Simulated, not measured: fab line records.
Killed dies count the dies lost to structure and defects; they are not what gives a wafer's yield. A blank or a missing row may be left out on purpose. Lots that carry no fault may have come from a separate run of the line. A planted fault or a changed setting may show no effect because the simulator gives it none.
fab line records ; flow sky130 ; part 1 of 2: steps 1 to 41 of 42
[record] lots = 5; wafers = 15; last_day = 50
route steps=708 shown GATE_OXIDE@192 POLY_GATE@204 RES_PROTECT@206 PAD_OPEN@708
lots that met no fault: from a run of the same line without faults
start_h: hours from the record's first day to the start of the lot's first wafer shown ; wait_h: time in hours since the lot's previous step ; " the same as in the row above ; L1.1+2: a row that stands for several wafers ; - no value, or no start was given ; * or withheld: withheld ; < > ~ a bound
route shown NAME@n: NAME is a module with steps in the file, n the number in the route of the first one ; usual: mean/standard deviation of fault-free wafers ; same: alike in all rows ; chamber/n: place in a boat ; sites: the reading at each site ; _std_site: the standard deviation of these ; _edge_site: the outer-site mean with the inner-site mean subtracted ; radius_mm: for every site, how far away it sits from the centre of the wafer ; mask NAME#n: copy n ; behind: tool/chamber where the wafer was last shaped ; hold: what put the lot on hold/how long, in hours/how the hold closed ; device: the n, p or np transistor that did not switch ; end of line: tests run on the same wafers once the route is complete ; a step without rows: its recipe alone ; killed: dies lost to structure and defects at the first sort, not the wafer's yield ; map: shows each die of a wafer: x if killed, . if not, _ if none is there
set.NAME: the setting as run; set.NAME@STEP: as run at that earlier step ; model.NAME: the simulator's own value behind a step, which no gauge read
certain route steps with their lots: each step a table, each wafer a row
services: the hour from which a tool's chamber was out of use, counted from the record's first day as start_h (under 0 if before that day), plus the number of hours and why
[[steps]]
[step SKY_GATE_OXIDE_COAT_05]
[recipe] resist = NOVOLAK; spin_rpm = 3000; resist_thk_nm = 1140
[step SKY_GATE_OXIDE_SOFTBAKE_06]
[recipe] temp_c = 90; time_s = 60; resist = NOVOLAK
[step SKY_GATE_OXIDE_EXPOSE_07]
[recipe] mask_id = LVOM; na = 0.6; source_shape = conventional; sigma_outer = 0.6; polarization = unpolarized; target_cd_nm = 600; dose_mj = 170
[step SKY_GATE_OXIDE_PEB_08]
[recipe] temp_c = withheld; time_s = *; resist = NOVOLAK
[step SKY_GATE_OXIDE_DEVELOP_09]
[recipe] resist = NOVOLAK; developer = TMAH; develop_time_s = 60; dev_temp_c = 23
[step SKY_GATE_OXIDE_OVL_MEAS_10]
[usual] GATE_OXIDE_OVL = -0.2/1.4
lot.wafer;tool;chamber;start_h;wait_h;GATE_OXIDE_OVL[nm]
L980.2;overlay-01;-;305.16;0.1;-0.9
L980.3;overlay-01;-;305.16;0.1;-0.5
L980.6;overlay-01;-;305.16;0.1;1.1
L990.2;overlay-01;-;389.74;0.1;0.5
L990.3;overlay-01;-;389.74;0.1;-0.6
L990.5;overlay-01;-;389.74;0.1;0.5
L992.1;overlay-02;-;412.08;0.1;-1.1
L992.4;overlay-02;-;412.08;0.1;-1.0
L992.6;overlay-02;-;412.08;0.1;-0.8
L994.1;overlay-01;-;429.01;0.1;0.2
L994.2;overlay-01;-;429.01;0.1;-0.9
L994.3;overlay-01;-;429.01;0.1;-0.2
L103.2;overlay-02;-;494.41;0.1;-1.8
L103.4;overlay-02;-;494.41;0.1;-1.5
L103.5;overlay-02;-;494.41;0.1;-0.3
[step SKY_GATE_OXIDE_IMPLANT_11]
[recipe] species = B; energy_kev = 10; dose_cm2 = 2.6e+12; tilt_deg = withheld
[step SKY_GATE_OXIDE_WET_ETCH_12]
[recipe] chemistry = dHF; target_depth_nm = 16.8; dry = n2_spin; target = SiO2; dilution = 100:1; temp_c = 25; time_s = 336
[step SKY_GATE_OXIDE_STRIP_13]
[recipe] chemistry = O2/N2; power_w = 1400; pressure_mtorr = 1500; platen_temp_c = withheld; o2_flow_sccm = 3000; n2_flow_sccm = 300; overash_fraction = 0.5
[usual] drypump_motor_current_A = 5.8/0.34; oes_product_au = 0.717/0.0043; strip_time_to_endpoint_s = 14.18/0.04
lot.wafer;tool;chamber;start_h;wait_h;drypump_motor_current_A;oes_product_au;rf_hours_counter_h;strip_time_to_endpoint_s
L980.2;plasma_asher-04;0;305.44;0.0;5.8;0.719;18;14.16
L980.3;plasma_asher-04;0;305.44;0.0;5.8;0.718;-;14.18
L980.6;plasma_asher-04;0;305.44;0.0;5.8;0.717;-;14.21
L990.2;plasma_asher-03;1;390.03;0.0;5.5;0.713;70;14.20
L990.3;plasma_asher-03;1;390.03;0.0;5.5;0.717;-;14.23
L990.5;plasma_asher-03;1;390.03;0.0;5.5;0.721;-;14.27
L992.1;plasma_asher-04;0;412.37;0.0;5.8;0.718;28;14.16
L992.4;plasma_asher-04;0;412.37;0.0;5.8;0.719;-;14.19
L992.6;plasma_asher-04;0;412.37;0.0;5.8;0.718;-;14.19
L994.1;plasma_asher-03;1;429.29;0.0;5.4;0.718;74;14.24
L994.2;plasma_asher-03;0;429.29;0.0;5.7;0.717;74;14.17
L994.3;plasma_asher-03;0;429.29;0.0;5.7;0.718;-;14.18
L103.2;plasma_asher-02;1;494.69;0.0;5.1;0.721;7;14.20
L103.4;plasma_asher-02;0;494.69;0.0;5.8;0.722;-;14.22
L103.5;plasma_asher-02;0;494.69;0.0;5.8;0.715;-;14.21
[step SKY_GATE_OXIDE_TW_MEAS_14]
[usual] GATE_OXIDE_TW = 223.8/1.9
lot.wafer;tool;chamber;start_h;wait_h;GATE_OXIDE_TW
L980.2;film_metro-03;-;305.55;0.1;221.1
L980.3;film_metro-03;-;305.55;0.1;221.9
L980.6;film_metro-03;-;305.55;0.1;221.1
L990.2;film_metro-02;-;390.14;0.1;223.1
L990.3;film_metro-02;-;390.14;0.1;224.1
L990.5;film_metro-02;-;390.14;0.1;223.1
L992.1;film_metro-02;-;412.47;0.1;223.5
L992.4;film_metro-02;-;412.47;0.1;224.0
L992.6;film_metro-02;-;412.47;0.1;223.4
L994.1;film_metro-02;-;429.39;0.1;223.4
L994.2;film_metro-02;-;429.39;0.1;224.1
L994.3;film_metro-02;-;429.39;0.1;223.9
L103.2;film_metro-03;-;494.80;0.1;221.7
L103.4;film_metro-03;-;494.80;0.1;221.0
L103.5;film_metro-03;-;494.80;0.1;220.8
[step SKY_GATE_OXIDE_CLEAN_15]
[recipe] chemistry = SC1/SC2; mix = 1:4:20; temp_c = 70; time_s = 150; dry = n2_spin
[step SKY_GATE_OXIDE_OXIDATION_16]
[recipe] temp_c = 800; ambient = O2; idle_temp_c = 700; ramp_up_c_per_min = 10; ramp_down_c_per_min = 3; stabilise_s = 600; purge_s = 300; target_thk_a = 35.7; ox_time_s = 1915
[step SKY_POLY_GATE_CVD_00]
[recipe] material = poly-Si; target_thk_nm = 180; temp_c = 620; time_s = 720; pressure_mtorr = 200
[usual] spike_tc_bottom_C = 639.5/1; spike_tc_centre_C = 621.4/1; spike_tc_lower_C = 619.4/1.1; spike_tc_upper_C = 619.8/1.2; susceptor_temp_C = 620.0/0.3; zone_power_centre_pct = 8.6/0.56; zone_power_top_pct = 21.8/0.31
lot.wafer;tool;chamber;start_h;wait_h;spike_tc_bottom_C;spike_tc_centre_C;spike_tc_lower_C;spike_tc_upper_C;susceptor_temp_C;zone_power_centre_pct;zone_power_top_pct;model.poly-Si_of_POLY_GATE_CVD_00.thk_nm
L980.2;lpcvd-01;0;308.16;0.0;639.6;618.8;621.3;619.1;620.3;9.1;21.5;182.2
L980.3;lpcvd-01;0;308.16;0.0;638.7;622.3;619.5;620.4;620.6;9.2;21.6;180.6
L980.6;lpcvd-01;0;308.16;0.0;640.3;620.7;620.3;620.9;620.7;9.2;21.6;180.7
L990.2;lpcvd-01;1;394.92;0.0;638.3;621.4;621.3;617.9;619.8;8.0;22.0;179.4
L990.3;lpcvd-01;1;394.92;0.0;638.5;622.0;618.3;619.9;620.0;7.9;21.8;178.4
L990.5;lpcvd-01;1;394.92;0.0;640.6;620.1;619.4;619.2;620.1;8.1;21.7;179.3
L992.1;lpcvd-01;1;415.95;0.0;639.7;621.3;620.0;619.3;620.4;8.2;22.1;180.4
L992.4;lpcvd-01;1;415.95;0.0;639.9;621.7;619.1;620.0;620.1;8.1;22.0;179.7
L992.6;lpcvd-01;1;415.95;0.0;640.0;621.6;619.0;617.5;620.1;8.2;21.7;180
L994.1;lpcvd-01;1;434.40;0.0;632.4;613.1;611.4;609.7;611.6;7.9;21.7;147.9
L994.2;lpcvd-01;1;434.40;0.0;628.5;612.2;611.3;611.2;611.3;7.7;21.8;148.8
L994.3;lpcvd-01;1;434.40;0.0;631.5;611.0;609.8;611.1;611.4;7.8;21.4;147
L103.2;lpcvd-01;0;498.54;0.9;638.9;620.5;621.7;620.2;619.9;9.0;21.9;177.4
L103.4;lpcvd-01;0;498.54;0.9;639.3;622.4;620.3;619.4;619.8;9.1;21.6;178.3
L103.5;lpcvd-01;0;498.54;0.9;639.9;621.9;618.8;621.3;619.9;9.0;21.4;179.5
[step SKY_POLY_GATE_THK_MEAS_01]
[recipe] reads = poly-Si_of_POLY_GATE_CVD_00
[usual] POLY_GATE_CVD_00_THK = 179.9/1.5
lot.wafer;tool;chamber;start_h;wait_h;POLY_GATE_CVD_00_THK[nm]
L980.2;film_metro-04;-;309.37;0.0;182.3
L980.3;film_metro-04;-;309.37;0.0;180.7
L980.6;film_metro-04;-;309.37;0.0;180.6
L990.2;film_metro-04;-;396.13;0.0;179.5
L990.3;film_metro-04;-;396.13;0.0;178.2
L990.5;film_metro-04;-;396.13;0.0;179.1
L992.1;film_metro-04;-;417.15;0.0;180.5
L992.4;film_metro-04;-;417.15;0.0;179.7
L992.6;film_metro-04;-;417.15;0.0;179.9
L994.1;film_metro-02;-;435.60;0.0;148.0
L994.2;film_metro-02;-;435.60;0.0;148.7
L994.3;film_metro-02;-;435.60;0.0;147.0
L103.2;film_metro-01;-;499.75;0.0;177.3
L103.4;film_metro-01;-;499.75;0.0;178.1
L103.5;film_metro-01;-;499.75;0.0;179.5
[step SKY_RES_PROTECT_DEHYDRATE_00]
[recipe] temp_c = 200; time_s = 60
[step SKY_RES_PROTECT_HMDS_01]
[recipe] prime_time_s = 60; prime_temp_c = 120
[step SKY_RES_PROTECT_COAT_02]
[recipe] resist = NOVOLAK; spin_rpm = 3000; resist_thk_nm = 1140
[step SKY_RES_PROTECT_SOFTBAKE_03]
[recipe] temp_c = 90; time_s = 60; resist = NOVOLAK
[step SKY_RES_PROTECT_EXPOSE_04]
[recipe] mask_id = RPM; na = 0.6; source_shape = conventional; sigma_outer = 0.6; polarization = unpolarized; target_cd_nm = 1270; dose_mj = 131
[step SKY_RES_PROTECT_PEB_05]
[recipe] temp_c = withheld; time_s = *; resist = NOVOLAK
[step SKY_RES_PROTECT_DEVELOP_06]
[recipe] resist = NOVOLAK; developer = TMAH; develop_time_s = 60; dev_temp_c = 23
[step SKY_POLY_GATE_IMPLANT_02]
[recipe] species = P; energy_kev = 30; dose_cm2 = 7.7e+15; tilt_deg = 0
[step SKY_RES_PROTECT_STRIP_07]
[recipe] chemistry = O2/N2; power_w = 1400; pressure_mtorr = 1500; platen_temp_c = withheld; o2_flow_sccm = 3000; n2_flow_sccm = 300; overash_fraction = 0.5
[usual] drypump_motor_current_A = 5.6/0.35; oes_product_au = 0.518/0.0048; strip_time_to_endpoint_s = 23.30/0.053
lot.wafer;tool;chamber;start_h;wait_h;drypump_motor_current_A;oes_product_au;rf_hours_counter_h;strip_time_to_endpoint_s
L980.2;plasma_asher-04;0;334.19;0.1;5.8;0.519;20;23.18
L980.3;plasma_asher-04;0;334.19;0.1;5.8;0.516;-;23.25
L980.6;plasma_asher-04;0;334.19;0.1;5.8;0.519;-;23.21
L990.2;plasma_asher-04;1;425.09;0.1;6.2;0.524;29;23.28
L990.3;plasma_asher-04;1;425.09;0.1;6.2;0.513;-;23.28
L990.5;plasma_asher-04;1;425.09;0.1;6.2;0.520;-;23.32
L992.1;plasma_asher-04;0;447.94;0.1;5.8;0.518;32;23.34
L992.4;plasma_asher-04;1;447.94;0.1;6.1;0.519;-;23.36
L992.6;plasma_asher-04;0;447.94;0.1;5.8;0.522;-;23.33
L994.1;plasma_asher-02;1;466.07;0.1;5.1;0.514;3;23.39
L994.2;plasma_asher-02;0;466.07;0.1;5.9;0.519;3;23.37
L994.3;plasma_asher-02;1;466.07;0.1;5.1;0.521;-;23.35
L103.2;plasma_asher-04;1;530.17;0.1;6.2;0.525;41;23.29
L103.4;plasma_asher-04;1;530.17;0.1;6.2;0.514;-;23.25
L103.5;plasma_asher-04;1;530.17;0.1;6.1;0.512;-;23.30
[step SKY_RES_PROTECT_TW_MEAS_08]
[usual] POLY_GATE_TW = 4026/35
lot.wafer;tool;chamber;start_h;wait_h;POLY_GATE_TW
L980.2;film_metro-03;-;334.30;0.1;4003
L980.3;film_metro-03;-;334.30;0.1;3989
L980.6;film_metro-03;-;334.30;0.1;3967
L990.2;film_metro-03;-;425.20;0.1;3983
L990.3;film_metro-03;-;425.20;0.1;3992
L990.5;film_metro-03;-;425.20;0.1;3996
L992.1;film_metro-02;-;448.04;0.1;4021
L992.4;film_metro-02;-;448.04;0.1;4036
L992.6;film_metro-02;-;448.04;0.1;4032
L994.1;film_metro-02;-;466.17;0.1;4060
L994.2;film_metro-02;-;466.17;0.1;4052
L994.3;film_metro-02;-;466.17;0.1;4024
L103.2;film_metro-02;-;530.28;0.1;4030
L103.4;film_metro-02;-;530.28;0.1;4034
L103.5;film_metro-02;-;530.28;0.1;4021
[step SKY_RES_PROTECT_CLEAN_09]
[recipe] chemistry = SC1/SC2; mix = 1:4:20; temp_c = 70; time_s = 150; dry = n2_spin
lot.wafer;tool;chamber;start_h;wait_h;model.poly-Si_of_POLY_GATE_CVD_00.thk_nm
L980.2;wet_bench-03;0;334.35;0.0;181.6
L980.3+6;wet_bench-03;0;334.35;0.0;180
L990.2;wet_bench-01;3;425.25;0.0;178.8
L990.3;wet_bench-01;3;425.25;0.0;177.7
L990.5;wet_bench-01;3;425.25;0.0;178.6
L992.1;wet_bench-02;0;448.10;0.1;179.7
L992.4;wet_bench-02;0;448.10;0.1;179
L992.6;wet_bench-02;0;448.10;0.1;179.3
L994.1;wet_bench-03;0;466.23;0.1;147.3
L994.2;wet_bench-03;0;466.23;0.1;148.2
L994.3;wet_bench-03;0;466.23;0.1;146.4
L103.2;wet_bench-03;0;530.33;0.0;176.8
L103.4;wet_bench-03;0;530.33;0.0;177.6
L103.5;wet_bench-03;0;530.33;0.0;178.9
[step SKY_POLY_GATE_CVD_03]
[recipe] material = Si3N4; precursor = DCS/NH3; target_thk_nm = 75; temp_c = 770; time_s = 1290; pressure_mtorr = 250
[step SKY_POLY_GATE_THK_MEAS_04]
[recipe] reads = Si3N4_of_POLY_GATE_CVD_03
[usual] POLY_GATE_CVD_03_THK = 74.7/0.64
lot.wafer;tool;chamber;start_h;wait_h;POLY_GATE_CVD_03_THK[nm]
L980.2;film_metro-01;-;335.77;0.0;73.6
L980.3;film_metro-01;-;335.77;0.0;74.2
L980.6;film_metro-01;-;335.77;0.0;75.0
L990.2;film_metro-01;-;426.67;0.0;74.4
L990.3;film_metro-01;-;426.67;0.0;74.5
L990.5;film_metro-01;-;426.67;0.0;74.3
L992.1;film_metro-02;-;449.56;0.0;75.2
L992.4;film_metro-02;-;449.56;0.0;75.5
L992.6;film_metro-02;-;449.56;0.0;75.2
L994.1;film_metro-01;-;468.60;0.0;75.8
L994.2;film_metro-01;-;468.60;0.0;75.1
L994.3;film_metro-01;-;468.60;0.0;75.6
L103.2;film_metro-02;-;532.86;0.0;74.5
L103.4;film_metro-02;-;532.86;0.0;75.0
L103.5;film_metro-02;-;532.86;0.0;74.1
[step SKY_POLY_GATE_DEHYDRATE_05]
[recipe] temp_c = 200; time_s = 60
[step SKY_POLY_GATE_HMDS_06]
[recipe] prime_time_s = 60; prime_temp_c = 120
[step SKY_POLY_GATE_COAT_07]
[recipe] resist = BARC; temp_c = withheld; time_s = withheld; spin_rpm = 3000; resist_thk_nm = 110
[step SKY_POLY_GATE_COAT_08]
[recipe] resist = KrF-thick; spin_rpm = 3000; resist_thk_nm = 450
[step SKY_POLY_GATE_SOFTBAKE_09]
[recipe] temp_c = 100; time_s = 90; resist = KrF-thick
[step SKY_POLY_GATE_EXPOSE_10]
[recipe] mask_id = P1M; na = 0.68; source_shape = conventional; sigma_outer = 0.6; target_cd_nm = 150; dose_mj = 28
[step SKY_POLY_GATE_PEB_11]
[recipe] peb_temp_c = withheld; peb_time_s = withheld; resist = KrF-thick
[step SKY_POLY_GATE_DEVELOP_12]
[recipe] develop_time_s = 60; resist = KrF-thick; dev_temp_c = 21
[step SKY_POLY_GATE_CD_MEAS_13]
[recipe] target_cd_nm = 150
[usual] cd_nm = 150.1/1.4
lot.wafer;tool;chamber;start_h;wait_h;cd_nm
L980.2;cd_sem-01;-;362.89;-;146.8
L980.3;cd_sem-01;-;362.89;-;148.2
L980.6;cd_sem-01;-;362.89;-;146.9
L990.2;cd_sem-02;-;457.35;-;149.4
L990.3;cd_sem-02;-;457.35;-;150.1
L990.5;cd_sem-02;-;457.35;-;149.2
L992.1;cd_sem-01;-;479.37;-;152.5
L992.4;cd_sem-01;-;479.37;-;151.8
L992.6;cd_sem-01;-;479.37;-;150.9
L994.1;cd_sem-02;-;498.62;-;151.5
L994.2;cd_sem-02;-;498.62;-;150.8
L994.3;cd_sem-02;-;498.62;-;151.9
L103.2;cd_sem-01;-;562.76;-;150.8
L103.4;cd_sem-01;-;562.76;-;151.5
L103.5;cd_sem-01;-;562.76;-;149.8
[step SKY_POLY_GATE_OVL_MEAS_14]
[usual] POLY_GATE_OVL = 1/5.6
lot.wafer;tool;chamber;start_h;wait_h;POLY_GATE_OVL[nm]
L980.2;overlay-02;-;363.00;0.1;3
L980.3;overlay-02;-;363.00;0.1;2
L980.6;overlay-02;-;363.00;0.1;-3
L990.2;overlay-01;-;457.46;0.1;9
L990.3;overlay-01;-;457.46;0.1;-1
L990.5;overlay-01;-;457.46;0.1;-3
L992.1;overlay-02;-;479.49;0.1;-4
L992.4;overlay-02;-;479.49;0.1;5
L992.6;overlay-02;-;479.49;0.1;-1
L994.1;overlay-01;-;498.74;0.1;-3
L994.2;overlay-01;-;498.74;0.1;-8
L994.3;overlay-01;-;498.74;0.1;-6
L103.2;overlay-01;-;562.86;0.1;-4
L103.4;overlay-01;-;562.86;0.1;-3
L103.5;overlay-01;-;562.86;0.1;-9
[step SKY_POLY_GATE_ETCH_15]
[recipe] chemistry = N2/H2; target = BARC; ion_energy_ev = 200; source_w = 500; bias_w = 100; pressure_mtorr = 30; n2_flow_sccm = 100; h2_flow_sccm = 200; stop_on = SiO2; time_s = 118.5; target_depth_a = 1100
[usual] bias_w = 100.1/0.3; drypump_motor_current_A = 5.9/0.43; oes_product_au = 0.717/0.0045; throttle_valve_pct = 13.213/0.0084
lot.wafer;tool;chamber;start_h;wait_h;bias_w;drypump_motor_current_A;oes_product_au;rf_hours_counter_h;throttle_valve_pct
L980.2;rie_diel-04;1;363.03;0.0;99.8;5.9;0.711;111;13.232
L980.3;rie_diel-04;0;363.03;0.0;100.1;5.8;0.717;116;13.218
L980.6;rie_diel-04;2;363.03;0.0;100.5;5.9;0.721;-;13.204
L990.2;rie_diel-03;0;457.49;0.0;99.8;5.8;0.715;7;13.212
L990.3;rie_diel-03;2;457.49;0.0;100.0;6.7;0.724;57;13.219
L990.5;rie_diel-03;3;457.49;0.0;99.7;5.5;0.720;-;13.215
L992.1;rie_diel-04;2;479.53;0.0;99.9;5.9;0.709;62;13.203
L992.4;rie_diel-04;0;479.53;0.0;99.8;5.8;0.721;2;13.216
L992.6;rie_diel-04;1;479.53;0.0;100.9;5.9;0.719;-;13.208
L994.1;rie_diel-03;0;498.78;0.0;100.5;5.8;0.725;8;13.199
L994.2;rie_diel-03;1;498.78;0.0;99.7;5.1;0.720;58;13.218
L994.3;rie_diel-03;3;498.78;0.0;100.4;5.5;0.718;4;13.219
L103.2;rie_diel-04;1;562.89;0.0;100.3;5.9;0.718;4;13.230
L103.4;rie_diel-04;3;562.89;0.0;100.2;6.0;0.713;15;13.216
L103.5;rie_diel-04;2;562.89;0.0;100.3;5.9;0.715;-;13.234
[step SKY_POLY_GATE_ETCH_16]
[recipe] stop_on = poly-Si; chemistry = CH3F/O2; target = Si3N4; source_w = 400; bias_w = 80; pressure_mtorr = 25; ch3f_flow_sccm = 40; O2_flow_sccm = 30; time_s = 147.5; target_depth_a = 750
[usual] O2_flow_sccm = 30.00/0.091; bias_w = 80.03/0.24; drypump_motor_current_A = 5.9/0.42; oes_product_au = 0.639/0.0054; throttle_valve_pct = 10.536/0.0092
lot.wafer;tool;chamber;start_h;wait_h;O2_flow_sccm;bias_w;drypump_motor_current_A;oes_product_au;rf_hours_counter_h;throttle_valve_pct
L980.2;rie_diel-04;1;363.11;0.0;29.96;80.33;5.9;0.640;111;10.540
L980.3;rie_diel-04;0;363.11;0.0;30.12;79.63;5.8;0.638;116;10.528
L980.6;rie_diel-04;2;363.11;0.0;29.98;79.79;5.9;0.643;-;10.536
L990.2;rie_diel-03;0;457.57;0.0;30.03;79.88;5.8;0.642;7;10.527
L990.3;rie_diel-03;2;457.57;0.0;30.09;79.72;6.7;0.636;58;10.523
L990.5;rie_diel-03;3;457.57;0.0;30.13;80.07;5.5;0.643;-;10.532
L992.1;rie_diel-04;2;479.61;0.0;30.02;79.76;5.9;0.647;62;10.506
L992.4;rie_diel-04;0;479.61;0.0;29.96;80.35;5.8;0.639;2;10.530
L992.6;rie_diel-04;1;479.61;0.0;29.98;80.35;5.9;0.649;-;10.537
L994.1;rie_diel-03;0;498.86;0.0;30.14;79.99;5.8;0.644;8;10.541
L994.2;rie_diel-03;1;498.86;0.0;30.00;80.21;5.1;0.646;58;10.541
L994.3;rie_diel-03;3;498.86;0.0;29.92;80.09;5.5;0.636;4;10.534
L103.2;rie_diel-04;1;562.98;0.0;30.06;80.19;5.9;0.631;4;10.533
L103.4;rie_diel-04;3;562.98;0.0;30.04;79.67;6.0;0.643;15;10.552
L103.5;rie_diel-04;2;562.98;0.0;30.05;80.24;5.9;0.636;-;10.523
[step SKY_POLY_GATE_ETCH_17]
[recipe] target_depth_nm = 180; stop_on = SiO2; over_etch_frac = 0.56667; chemistry = HBr/Cl2; target = poly-Si; icp_w = 400; bias_w = 100; pressure_mtorr = 10; HBr_flow_sccm = 150; Cl2_flow_sccm = 50; time_s = 70.5
[usual] bias_w = 99.99/0.29; drypump_motor_current_A = 5.8/0.34; oes_product_au = 0.988/0.0062; throttle_valve_pct = 33.683/0.009
lot.wafer;tool;chamber;start_h;wait_h;bias_w;drypump_motor_current_A;oes_product_au;rf_hours_counter_h;throttle_valve_pct;model.POLY_GATE.feature_depth_nm;model.etch.depth_nm
L980.2;rie_si-01;0;363.21;0.0;99.82;6.2;1.002;1;33.674;181.6;181.6
L980.3;rie_si-01;1;363.21;0.0;100.06;5.8;0.989;0;33.666;180;180
L980.6;rie_si-01;1;363.21;0.0;99.78;5.8;0.996;-;33.673;180;180
L990.2;rie_si-01;3;457.67;0.0;100.29;5.8;0.981;1;33.677;178.8;178.8
L990.3;rie_si-01;1;457.67;0.0;100.18;5.8;0.987;1;33.682;177.7;177.7
L990.5;rie_si-01;2;457.67;0.0;99.92;6.0;0.996;-;33.684;178.6;178.6
L992.1;rie_si-01;2;479.71;0.0;100.32;6.0;0.998;52;33.687;179.7;179.7
L992.4;rie_si-01;1;479.71;0.0;99.88;5.9;0.986;1;33.686;179;179
L992.6;rie_si-01;2;479.71;0.0;99.77;6.0;0.985;-;33.680;179.3;179.3
L994.1;rie_si-01;3;498.96;0.0;100.86;5.8;0.865;1;33.693;147.3;147.3
L994.2;rie_si-01;1;498.96;0.0;99.59;5.8;0.869;1;33.706;148.2;148.2
L994.3;rie_si-01;0;498.96;0.0;99.75;6.2;0.858;2;33.673;146.4;146.4
L103.2;rie_si-02;1;563.07;0.0;100.25;5.2;0.979;2;33.674;176.8;176.8
L103.4;rie_si-02;0;563.07;0.0;100.44;6.3;0.987;6;33.692;177.6;177.6
L103.5;rie_si-02;3;563.07;0.0;100.52;5.5;0.986;-;33.663;178.9;178.9
[step SKY_POLY_GATE_STRIP_18]
[recipe] chemistry = O2/N2; power_w = 1400; pressure_mtorr = 1500; platen_temp_c = withheld; o2_flow_sccm = 3000; n2_flow_sccm = 300; overash_fraction = 0.5
[usual] drypump_motor_current_A = 5.61/0.26; oes_product_au = 0.361/0.0044; strip_time_to_endpoint_s = 3.180/0.029
lot.wafer;tool;chamber;start_h;wait_h;drypump_motor_current_A;oes_product_au;rf_hours_counter_h;strip_time_to_endpoint_s
L980.2;plasma_asher-03;0;363.27;0.0;5.74;0.358;68;3.164
L980.3;plasma_asher-03;1;363.27;0.0;5.48;0.361;-;3.190
L980.6;plasma_asher-03;1;363.27;0.0;5.50;0.367;-;3.165
L990.2;plasma_asher-01;0;457.72;0.0;5.34;0.357;63;3.180
L990.3;plasma_asher-01;1;457.72;0.0;5.55;0.360;-;3.157
L990.5;plasma_asher-01;1;457.72;0.0;5.54;0.351;-;3.168
L992.1;plasma_asher-01;0;479.77;0.0;5.29;0.354;66;3.164
L992.4;plasma_asher-01;1;479.77;0.0;5.56;0.362;-;3.198
L992.6;plasma_asher-01;0;479.77;0.0;5.32;0.354;-;3.162
L994.1;plasma_asher-04;0;499.02;0.0;5.80;0.361;38;3.098
L994.2;plasma_asher-04;1;499.02;0.0;6.21;0.357;38;3.150
L994.3;plasma_asher-04;0;499.02;0.0;5.81;0.361;-;3.101
L103.2;plasma_asher-01;0;563.13;0.0;5.31;0.360;75;3.132
L103.4;plasma_asher-01;1;563.13;0.0;5.56;0.359;-;3.180
L103.5;plasma_asher-01;0;563.13;0.0;5.29;0.364;-;3.140
[[key]]
[first_sign] step = SKY_POLY_GATE_CVD_00; reading = susceptor_temp_C; direction = down; sigmas = 29; usual = *; struck = *
[effect] step = SKY_POLY_GATE_CVD_00; reading = spike_tc_centre_C; direction = down; sigmas = 9.3; usual = 621.4; struck = 612.1
[effect] step = SKY_POLY_GATE_THK_MEAS_01; reading = POLY_GATE_CVD_00_THK; direction = down; sigmas = 21; usual = 179.9; struck = 147.9
[effect] step = SKY_POLY_GATE_ETCH_17; reading = oes_product_au; direction = down; sigmas = 20; usual = 0.988; struck = 0.864
[model_effect] step = SKY_POLY_GATE_CVD_00; value = poly-Si_of_POLY_GATE_CVD_00.thk_nm; without = 181.3; struck = 147.9
[model_effect] step = SKY_RES_PROTECT_CLEAN_09; value = poly-Si_of_POLY_GATE_CVD_00.thk_nm; without = 180.7; struck = 147.3
[model_effect] step = SKY_POLY_GATE_ETCH_17; value = POLY_GATE.feature_depth_nm; without = 180.7; struck = 147.3
[model_effect] step = SKY_PAD_OPEN_PROBE_99; value = etest.res_high_po.line_ohm_um; without = 731.2; struck = 879.4
met_at SKY_POLY_GATE_CVD_00
struck_wafers L994.1,L994.2,L994.3
tester_left_out L994
onset_between 415.95 434.40
[fault] kind = process_parameter_drift; tool = lpcvd-01; chamber = 1; onset_h = 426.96; steps = SKY_POLY_GATE_CVD_00; channel = temp_c; offset = *; shape = step; end_h = 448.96; stated = *
// tester_left_out: of these lots the tester's yield and bins aren't shown, on N5 and GAA mostly nor the transistor test; their killed dies are dies lost to structure and defects alone, not to doping, threshold or leakage, so they don't give the yield
